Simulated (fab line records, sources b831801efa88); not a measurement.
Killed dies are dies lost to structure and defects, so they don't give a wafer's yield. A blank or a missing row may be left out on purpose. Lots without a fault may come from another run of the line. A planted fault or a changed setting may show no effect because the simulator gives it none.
fab line records | flow sky130
record lots=5 wafers=15 last_day=50
route steps=708 shown METAL1@454 VIA1@458 PAD_OPEN@708
lots that met no fault: from a run of the same line without faults
start_h: hours from the record's first day to the start of the lot's first wafer shown | wait_h: hours since the lot's step before | " the same as in the row above | L1.1+2: a row that stands for several wafers | - no value, or no start given | * or withheld: withheld | < > ~ a bound
route shown NAME@n: a module of which the file shows steps, and the number in the route of the first | usual: mean/standard deviation of fault-free wafers | same: alike in all rows | chamber/n: place in a boat | sites: the reading at each site | _std_site: their standard deviation | _edge_site: outer sites' mean less inner sites' | radius_mm: how far each site lies from the wafer's centre | mask NAME#n: copy n | behind: the tool/chamber that last shaped the wafer | hold: why the lot was held/for how many hours/how that ended | device: the transistor (n, p or np) that didn't switch | end of line: the same wafers' tests at the end of the route | a step without rows: its recipe alone | killed: dies lost to structure and defects at the first sort, not the wafer's yield | map: a wafer's dies, x killed, . not, _ none there
set.NAME: the setting as run; set.NAME@STEP: as run at that earlier step | model.NAME: the simulator's own value behind a step, which no gauge read
lots at some steps of the route; a table a step, a row a wafer
services: from which hour (start_h, from the record's first day; less than 0 if before it) a tool's chamber was out of use, for how many hours, and why
## steps
# step SKY_METAL1_STRIP_20
# recipe chemistry=O2/N2 power_w=1400 pressure_mtorr=1500 platen_temp_c=withheld o2_flow_sccm=3000 n2_flow_sccm=300 overash_fraction=0.5
# usual drypump_motor_current_A=5.7/0.3 oes_product_au=0.345/0.0056 strip_time_to_endpoint_s=2.76/0.07
# columns lot.wafer tool chamber start_h wait_h drypump_motor_current_A oes_product_au rf_hours_counter_h strip_time_to_endpoint_s
L730.2 plasma_asher-02 0 784.24 0.1 5.4 0.347 98 2.82
L730.3 " 0 " " 5.4 0.348 - 2.80
L730.6 " 0 " " 5.4 0.346 - 2.81
L732.2 plasma_asher-02 0 804.77 0.1 5.4 0.347 100 2.84
L732.5 " 0 " " 5.3 0.335 - 2.84
L732.6 " 1 " " 5.7 0.344 - 2.84
L744.1 plasma_asher-03 1 895.54 0.1 5.9 0.357 44 2.87
L744.5 " 1 " " 5.9 0.347 - 2.89
L744.6 " 0 " " 5.2 0.348 - 2.76
L748.2 plasma_asher-04 1 913.04 0.1 5.7 0.349 77 2.86
L748.3 " 1 " " 5.7 0.348 - 2.75
L748.4 " 0 " " 6.1 0.348 - 2.81
L751.1 plasma_asher-04 1 934.57 0.1 5.7 0.343 80 2.75
L751.3 " 0 " " 6.1 0.348 - 2.78
L751.5 " 1 " " 5.7 0.351 - 2.72
# step SKY_METAL1_STRIP_21
# recipe chemistry=post_etch_residue_remover time_s=1200 temp_c=72.5
# step SKY_METAL1_CLEAN_22
# recipe chemistry=IPA time_s=180 temp_c=25
# step SKY_METAL1_CLEAN_23
# recipe chemistry=O3/DIW dry=n2_spin
# step SKY_VIA1_HDPCVD_00
# recipe material=SiO2 target_thk_nm=1030 sigma_open_frac=0.3 time_s=171.7 temp_c=400 sih4_flow_sccm=60 pressure_mtorr=6
# step SKY_VIA1_THK_MEAS_01
# recipe reads=SiO2_of_VIA1_HDPCVD_00
# usual VIA1_HDPCVD_THK=1020/16
# columns lot.wafer tool chamber start_h wait_h VIA1_HDPCVD_THK[nm]
L730.2 film_metro-02 - 784.95 0.1 1004
L730.3 " - " " 1027
L730.6 " - " " 1009
L732.2 film_metro-04 - 805.57 0.1 1033
L732.5 " - " " 1017
L732.6 " - " " 1040
L744.1 film_metro-02 - 896.27 0.1 1024
L744.5 " - " " 1029
L744.6 " - " " 1008
L748.2 film_metro-03 - 913.76 0.1 1019
L748.3 " - " " 999
L748.4 " - " " 1010
L751.1 film_metro-04 - 935.28 0.1 1014
L751.3 " - " " 1039
L751.5 " - " " 1031
# step SKY_VIA1_CMP_02
# recipe material=SiO2 down_force_psi=4 platen_rpm=60 pad_velocity_m_s=0.94248
# usual head_pressure_psi=3.999/0.0085 motor_current_A=11.7/0.9
# columns lot.wafer tool chamber start_h wait_h head_pressure_psi motor_current_A
L730.2 cmp-01 2 785.05 0.1 3.987 10.2
L730.3 " 3 " " 3.991 10.5
L730.6 " 1 " " 3.979 13.1
L732.2 cmp-01 0 805.77 0.2 3.999 12.1
L732.6 " 1 " " 4.003 12.9
L732.5 " 2 " " 3.989 11.4
L744.1 cmp-02 0 896.33 0.1 4.010 11.0
L744.5 " 0 " " 4.003 10.2
L744.6 " 1 " " 4.001 11.6
L748.2 cmp-01 3 913.97 0.2 4.005 10.8
L748.3 " 0 " " 4.005 11.9
L748.4 " 1 " " 3.993 13.1
L751.3 cmp-01 0 935.39 0.1 4.016 11.4
L751.1 " 1 " " 4.010 13.2
L751.5 " 0 " " 4.007 11.2
# step SKY_VIA1_BOW_MEAS_03
# recipe mode=bow
# usual VIA1_BOW=79/7.3
# columns lot.wafer tool chamber start_h wait_h VIA1_BOW[um]
L730.2 film_metro-02 - 785.32 0.2 69
L730.3 " - " " 82
L730.6 " - " " 78
L732.2 film_metro-04 - 805.94 0.1 75
L732.5 " - " " 73
L732.6 " - " " 79
L744.1 film_metro-02 - 896.63 0.2 73
L744.5 " - " " 68
L744.6 " - " " 68
L748.2 film_metro-04 - 914.29 0.3 67
L748.3 " - " " 71
L748.4 " - " " 88
L751.1 film_metro-03 - 935.64 0.1 77
L751.3 " - " " 70
L751.5 " - " " 76
# step SKY_VIA1_DEHYDRATE_04
# recipe temp_c=200 time_s=60
# step SKY_VIA1_HMDS_05
# recipe prime_time_s=60 prime_temp_c=120
# step SKY_VIA1_COAT_06
# recipe resist=BARC temp_c=withheld time_s=withheld spin_rpm=3000 resist_thk_nm=60
# step SKY_VIA1_COAT_07
# recipe resist=KrF-thick spin_rpm=3000 resist_thk_nm=450
# step SKY_VIA1_SOFTBAKE_08
# recipe temp_c=100 time_s=90 resist=KrF-thick
# usual heater_power_total_W=57.35/0.11 plate_temp_C=99.98/0.15 run_length_s=119.20/0.17
# columns lot.wafer tool chamber start_h wait_h heater_power_total_W plate_temp_C run_length_s
L730.2 litho_track-03 0 797 - 57.38 100.04 119.34
L730.3 " 0 " " 57.31 99.99 119.07
L730.6 " 0 " " 57.33 100.04 119.20
L732.2 litho_track-04 0 818 - 57.22 99.86 119.23
L732.5 " 0 " " 57.12 99.91 119.19
L732.6 " 0 " " 57.39 99.91 119.29
L744.1 litho_track-04 0 908 - 60.29 - 105.70
L744.5 " 0 " " 57.41 99.71 119.51
L744.6 " 0 " " 57.44 99.76 119.39
L748.2 litho_track-03 0 927 - 57.42 100.06 119.31
L748.3 " 0 " " 57.23 100.19 119.08
L748.4 " 0 " " 57.16 100.10 119.15
L751.1 litho_track-03 0 948 - 57.26 99.97 119.25
L751.3 " 0 " " 57.48 99.90 119.01
L751.5 " 0 " " 57.32 99.88 119.10
# step SKY_VIA1_EXPOSE_09
# recipe mask_id=VIM na=0.8 source_shape=annular sigma_inner=0.55 sigma_outer=0.85 target_cd_nm=150 dose_mj=38
# step SKY_PAD_OPEN_PROBE_99
# usual defect_limited_yield=82.3/1.9 killed_at_M0_to_M3=45/6.6 killed_at_M4_up=3.1/1.6 killed_at_contacts=24/5 killed_at_front_end=14/4.4 killed_at_other=0.3/0.58 killed_dies=87/9.2 killed_open=47/6.7 killed_short=40/6.4 sort_bin_3_pad_short=0.9/0.5 sort_bin_5_function=10.4/1.6 sort_bin_6_memory=6.4/1.1 sort_n_pass=405/9.1 sort_yield_pct=82.3/1.9
# same gross_dies=492 killed_at_back_side=0 sort_bin_4_leakage[%]=0 sort_bin_8_speed[%]=0
# columns lot.wafer tool chamber start_h wait_h defect_limited_yield[%] killed_at_M0_to_M3 killed_at_M4_up killed_at_contacts killed_at_front_end killed_at_other killed_dies killed_open killed_short sort_bin_3_pad_short[%] sort_bin_5_function[%] sort_bin_6_memory[%] sort_n_pass sort_yield_pct[%]
L730.2 prober-01 - 1088.17 0.1 86.6 29 4 19 13 1 66 36 30 0.2 7.1 6.1 426 86.6
L730.3 prober-01 - 1088.22 0.2 81.1 54 3 21 14 1 93 45 48 1.0 9.8 8.1 399 81.1
L730.6 prober-01 - 1088.37 0.2 85.8 30 3 19 18 0 70 39 31 1.0 7.9 5.3 422 85.8
L732.2 prober-01 - 1107.21 0.1 83.9 41 1 20 17 0 79 45 34 1.0 8.1 6.9 413 83.9
L732.5 prober-01 - 1107.36 0.2 82.3 47 2 21 17 0 87 47 40 1.4 10.4 5.9 405 82.3
L732.6 prober-01 - 1107.41 0.2 82.3 43 3 24 17 0 87 44 43 1.0 8.9 7.7 405 82.3
L744.1 prober-01 - 1171.35 0.1 82.7 43 3 17 22 0 85 45 40 0.8 12.0 4.5 407 82.7
L744.5 prober-01 - 1171.55 0.2 84.1 33 5 29 11 0 78 44 34 0.4 7.7 7.7 414 84.1
L744.6 prober-01 - 1171.60 0.2 79.7 40 2 38 20 0 100 52 48 0.4 11.6 8.3 392 79.7
L748.2 prober-02 - 1184.95 0.1 80.3 51 1 29 16 0 97 58 39 1.0 12.6 6.1 395 80.3
L748.3 prober-02 - 1185.00 0.2 81.7 49 4 22 15 0 90 60 30 0.4 11.6 6.3 402 81.7
L748.4 prober-02 - 1185.05 0.2 81.7 47 2 20 21 0 90 46 44 2.0 9.3 6.9 402 81.7
L751.1 prober-02 - 1200.70 0.1 84.6 39 2 25 7 3 76 37 39 1.4 9.6 4.5 416 84.6
L751.3 prober-02 - 1200.80 0.2 79.9 55 3 27 14 0 99 55 44 1.0 12.6 6.5 393 79.9
L751.5 prober-02 - 1200.90 0.2 82.7 48 2 21 14 0 85 44 41 0.8 10.4 6.1 407 82.7
# killed by level:class
L730.2 LI_CONTACT:geometric_particle:open=7 METAL2:geometric_particle:short=5 LOCAL_INTERCONNECT:geometric_particle:short=4 CONTACT:geometric_particle:open=4 VIA3:geometric_particle:open=4 FIELD_ISO:geometric_particle:open=3 POLY_GATE:geometric_particle:open=3 VIA1:geometric_particle:open=3
L730.3 METAL1:geometric_particle:short=9 CONTACT:geometric_particle:open=8 VIA2:geometric_particle:open=8 LOCAL_INTERCONNECT:geometric_particle:short=7 VIA3:geometric_particle:open=7 VIA1:geometric_particle:open=6 METAL2:geometric_particle:short=6 METAL2:geometric_particle:open=5
L730.6 LI_CONTACT:geometric_particle:open=8 VIA1:geometric_particle:open=8 FIELD_ISO:geometric_particle:short=6 VIA2:geometric_particle:open=6 METAL2:geometric_particle:short=5 CONTACT:geometric_particle:open=5 FIELD_ISO:geometric_particle:open=4 POLY_GATE:geometric_particle:short=4
L732.2 LI_CONTACT:geometric_particle:open=9 VIA1:geometric_particle:open=9 FIELD_ISO:geometric_particle:short=7 VIA2:geometric_particle:open=7 VIA1:geometric_particle:short=5 VIA3:geometric_particle:short=5 FIELD_ISO:geometric_particle:open=4 CONTACT:geometric_particle:open=4
L732.5 VIA1:geometric_particle:short=11 VIA1:geometric_particle:open=9 VIA3:geometric_particle:open=8 CONTACT:geometric_particle:open=8 POLY_GATE:geometric_particle:short=6 LI_CONTACT:geometric_particle:open=5 METAL2:geometric_particle:short=5 LOCAL_INTERCONNECT:geometric_particle:open=4
L732.6 VIA1:geometric_particle:open=10 VIA1:geometric_particle:short=8 LI_CONTACT:geometric_particle:open=7 CONTACT:geometric_particle:open=6 VIA2:geometric_particle:open=5 VIA3:geometric_particle:short=5 POLY_GATE:geometric_particle:open=4 LOCAL_INTERCONNECT:geometric_particle:short=4
L744.1 VIA3:geometric_particle:short=8 CONTACT:geometric_particle:open=8 VIA1:geometric_particle:short=8 POLY_GATE:geometric_particle:open=7 VIA2:geometric_particle:open=6 VIA1:geometric_particle:open=6 LI_CONTACT:geometric_particle:open=5 POLY_GATE:geometric_particle:short=4
L744.5 CONTACT:geometric_particle:open=9 LI_CONTACT:geometric_particle:open=7 CONTACT:geometric_particle:short=6 VIA3:geometric_particle:open=6 VIA1:geometric_particle:open=5 VIA2:geometric_particle:open=5 POLY_GATE:geometric_particle:short=4 LOCAL_INTERCONNECT:geometric_particle:short=4
L744.6 LI_CONTACT:geometric_particle:open=10 CONTACT:geometric_particle:open=10 LOCAL_INTERCONNECT:geometric_particle:short=8 VIA1:geometric_particle:open=8 METAL1:geometric_particle:short=7 CONTACT:geometric_particle:short=5 METAL2:geometric_particle:short=5 VIA2:geometric_particle:short=5
L748.2 VIA1:geometric_particle:open=16 CONTACT:geometric_particle:open=9 LI_CONTACT:geometric_particle:open=8 VIA2:geometric_particle:open=8 LOCAL_INTERCONNECT:geometric_particle:short=7 METAL2:geometric_particle:short=6 POLY_GATE:geometric_particle:open=6 VIA3:geometric_particle:open=6
L748.3 VIA1:geometric_particle:open=15 VIA3:geometric_particle:open=8 CONTACT:geometric_particle:open=8 LI_CONTACT:geometric_particle:open=7 VIA2:geometric_particle:open=7 FIELD_ISO:geometric_particle:open=5 FIELD_ISO:geometric_particle:short=4 CONTACT:geometric_particle:short=4
L748.4 VIA3:geometric_particle:open=11 LI_CONTACT:geometric_particle:open=8 METAL1:geometric_particle:short=8 METAL2:geometric_particle:short=7 VIA1:geometric_particle:open=6 FIELD_ISO:geometric_particle:open=5 POLY_GATE:geometric_particle:short=5 FIELD_ISO:geometric_particle:short=4
L751.1 LI_CONTACT:geometric_particle:open=10 VIA2:geometric_particle:open=9 METAL2:geometric_particle:short=8 VIA1:geometric_particle:open=8 METAL1:geometric_particle:short=7 CONTACT:geometric_particle:open=5 CONTACT:geometric_particle:short=4 LI_CONTACT:geometric_particle:short=3
L751.3 VIA2:geometric_particle:open=12 VIA1:geometric_particle:open=11 CONTACT:geometric_particle:open=10 CONTACT:geometric_particle:short=7 METAL1:geometric_particle:short=7 LI_CONTACT:geometric_particle:open=6 VIA1:geometric_particle:short=6 VIA3:geometric_particle:open=5
L751.5 VIA1:geometric_particle:open=12 VIA1:geometric_particle:short=8 CONTACT:geometric_particle:open=7 LI_CONTACT:geometric_particle:open=6 VIA2:geometric_particle:open=5 VIA2:geometric_particle:short=5 VIA3:geometric_particle:open=5 FIELD_ISO:geometric_particle:short=4
## services
# columns tool chamber start_h hours kind
cmp-01 - 801.17 1.3 repair
cmp-02 - 859.24 5.6 pm
cmp-02 - 877.88 1.7 repair
cmp-01 - 878.99 0.6 repair
cmp-02 - 883.69 5.8 pm
cmp-02 - 912.27 4.0 pm
cmp-02 - 916.27 - consumable_replace:conditioner
cmp-02 - 916.27 - consumable_replace:pad
## key
first_sign step=SKY_VIA1_SOFTBAKE_08 reading=run_length_s direction=down sigmas=78 usual=* struck=*
effect step=SKY_VIA1_SOFTBAKE_08 reading=heater_power_total_W direction=up sigmas=26 usual=* struck=*
met_at SKY_VIA1_SOFTBAKE_08
struck_wafers L744.1
onset_between 818 908
fault kind=process_parameter_drift tool=litho_track-04 chamber=- onset_h=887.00 steps=SKY_VIA1_SOFTBAKE_08 channel=time_s offset=* shape=step end_h=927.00 scope=struck_wafers_only acts_in=* stated=*
